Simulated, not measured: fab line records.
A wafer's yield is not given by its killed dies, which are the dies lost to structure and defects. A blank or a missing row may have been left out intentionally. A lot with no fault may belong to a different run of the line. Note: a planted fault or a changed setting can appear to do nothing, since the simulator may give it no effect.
Matching of chambers || flow sky130 || 3 sister chambers for SKY_CAP2M_CVD_00 on pecvd-03
The step deposits SiO2, target thk 15.5 nm. 24 wafers are shown with their chamber, then 12 later ones without.

== WAFERS PAIRED WITH THEIR CHAMBERS ==
{"wafer": "L075.1", "chamber": 0, "heater-power-w (W)": 607, "rf-fwd-power-W (W)": 440.2}
{"wafer": "L075.2", "chamber": 1, "heater-power-w (W)": 637, "rf-fwd-power-W (W)": 441.3}
{"wafer": "L075.4", "chamber": 0, "heater-power-w (W)": 581, "rf-fwd-power-W (W)": 440.2}
{"wafer": "L077.1", "chamber": 0, "heater-power-w (W)": 636, "rf-fwd-power-W (W)": 442.7}
{"wafer": "L077.5", "chamber": 1, "heater-power-w (W)": 631, "rf-fwd-power-W (W)": 439.9}
{"wafer": "L077.6", "chamber": 2, "heater-power-w (W)": 631, "rf-fwd-power-W (W)": 441.3}
{"wafer": "L081.2", "chamber": 0, "heater-power-w (W)": 675, "rf-fwd-power-W (W)": 440.6}
{"wafer": "L081.4", "chamber": 2, "heater-power-w (W)": 578, "rf-fwd-power-W (W)": 441.3}
{"wafer": "L081.6", "chamber": 0, "heater-power-w (W)": 661, "rf-fwd-power-W (W)": 440.0}
{"wafer": "L083.4", "chamber": 2, "heater-power-w (W)": 654, "rf-fwd-power-W (W)": 441.6}
{"wafer": "L083.5", "chamber": 0, "heater-power-w (W)": 574, "rf-fwd-power-W (W)": 440.8}
{"wafer": "L083.6", "chamber": 1, "heater-power-w (W)": 737, "rf-fwd-power-W (W)": 440.0}
{"wafer": "L085.1", "chamber": 2, "heater-power-w (W)": 679, "rf-fwd-power-W (W)": 441.1}
{"wafer": "L085.3", "chamber": 1, "heater-power-w (W)": 720, "rf-fwd-power-W (W)": 440.6}
{"wafer": "L085.6", "chamber": 1, "heater-power-w (W)": 732, "rf-fwd-power-W (W)": 439.9}
{"wafer": "L089.1", "chamber": 2, "heater-power-w (W)": 633, "rf-fwd-power-W (W)": 441.2}
{"wafer": "L089.3", "chamber": 2, "heater-power-w (W)": 660, "rf-fwd-power-W (W)": 441.7}
{"wafer": "L089.5", "chamber": 0, "heater-power-w (W)": 594, "rf-fwd-power-W (W)": 441.1}
{"wafer": "L090.1", "chamber": 0, "heater-power-w (W)": 595, "rf-fwd-power-W (W)": 443.2}
{"wafer": "L090.3", "chamber": 2, "heater-power-w (W)": 578, "rf-fwd-power-W (W)": 442.9}
{"wafer": "L090.6", "chamber": 1, "heater-power-w (W)": 719, "rf-fwd-power-W (W)": 441.8}
{"wafer": "L091.3", "chamber": 0, "heater-power-w (W)": 635, "rf-fwd-power-W (W)": 441.6}
{"wafer": "L091.5", "chamber": 1, "heater-power-w (W)": 718, "rf-fwd-power-W (W)": 441.0}
{"wafer": "L091.6", "chamber": 0, "heater-power-w (W)": 627, "rf-fwd-power-W (W)": 440.2}

SIGNATURES (averages over the wafers above)
{"reading": "heater-power-w", "chamber 0": 618.50, "chamber 1": 699.14, "chamber 2": 630.43, "scatter within a chamber": 38.9}
{"reading": "rf-fwd-power-W", "chamber 0": 441.060, "chamber 1": 440.643, "chamber 2": 441.586, "scatter within a chamber": 0.897}
Rule: a wafer's distance from a chamber is the root of the sum, over the readings, of the square of ((its reading less the chamber's mean) divided by the reading's scatter). The wafer belongs to the nearest chamber; if the next one is less than 2 further off, it can't be placed. The scatter: the root of (the sum of the squares of (reading less its chamber's mean) over the shown wafers, divided by (wafers less chambers)).

== WAFERS MISSING THEIR CHAMBER ==
{"wafer": "L092.1", "heater-power-w (W)": 544, "rf-fwd-power-W (W)": 443.0}
{"wafer": "L092.2", "heater-power-w (W)": 708, "rf-fwd-power-W (W)": 441.8}
{"wafer": "L092.5", "heater-power-w (W)": 541, "rf-fwd-power-W (W)": 442.3}
{"wafer": "L095.2", "heater-power-w (W)": 665, "rf-fwd-power-W (W)": 441.7}
{"wafer": "L095.3", "heater-power-w (W)": 562, "rf-fwd-power-W (W)": 441.1}
{"wafer": "L095.6", "heater-power-w (W)": 563, "rf-fwd-power-W (W)": 441.5}
{"wafer": "L096.2", "heater-power-w (W)": 631, "rf-fwd-power-W (W)": 441.2}
{"wafer": "L096.3", "heater-power-w (W)": 683, "rf-fwd-power-W (W)": 439.5}
{"wafer": "L096.6", "heater-power-w (W)": 574, "rf-fwd-power-W (W)": 441.5}
{"wafer": "L097.1", "heater-power-w (W)": 671, "rf-fwd-power-W (W)": 441.3}
{"wafer": "L097.4", "heater-power-w (W)": 651, "rf-fwd-power-W (W)": 440.1}
{"wafer": "L097.6", "heater-power-w (W)": 648, "rf-fwd-power-W (W)": 441.3}

== EACH ONE'S CHAMBER ==
{"wafer": "L092.1", "from the rows above": "can't be placed: 2 or 0", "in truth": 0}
{"wafer": "L092.2", "from the rows above": "can't be placed: 1 or 2 or 0", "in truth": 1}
{"wafer": "L092.5", "from the rows above": "can't be placed: 0 or 2", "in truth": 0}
{"wafer": "L095.2", "from the rows above": "can't be placed: 2 or 0 or 1", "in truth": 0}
{"wafer": "L095.3", "from the rows above": "can't be placed: 0 or 2", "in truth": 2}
{"wafer": "L095.6", "from the rows above": "can't be placed: 0 or 2", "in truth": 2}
{"wafer": "L096.2", "from the rows above": "can't be placed: 0 or 2 or 1", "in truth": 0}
{"wafer": "L096.3", "from the rows above": "can't be placed: 1 or 0 or 2", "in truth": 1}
{"wafer": "L096.6", "from the rows above": "can't be placed: 0 or 2", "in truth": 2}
{"wafer": "L097.1", "from the rows above": "can't be placed: 1 or 2 or 0", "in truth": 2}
{"wafer": "L097.4", "from the rows above": "can't be placed: 0 or 1 or 2", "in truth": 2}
{"wafer": "L097.6", "from the rows above": "can't be placed: 2 or 0 or 1", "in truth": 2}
Placed correctly: 0 of 12. From these rows, 12 cannot be placed; in 12 the true chamber is one of the candidates. Number placed wrongly: 0.
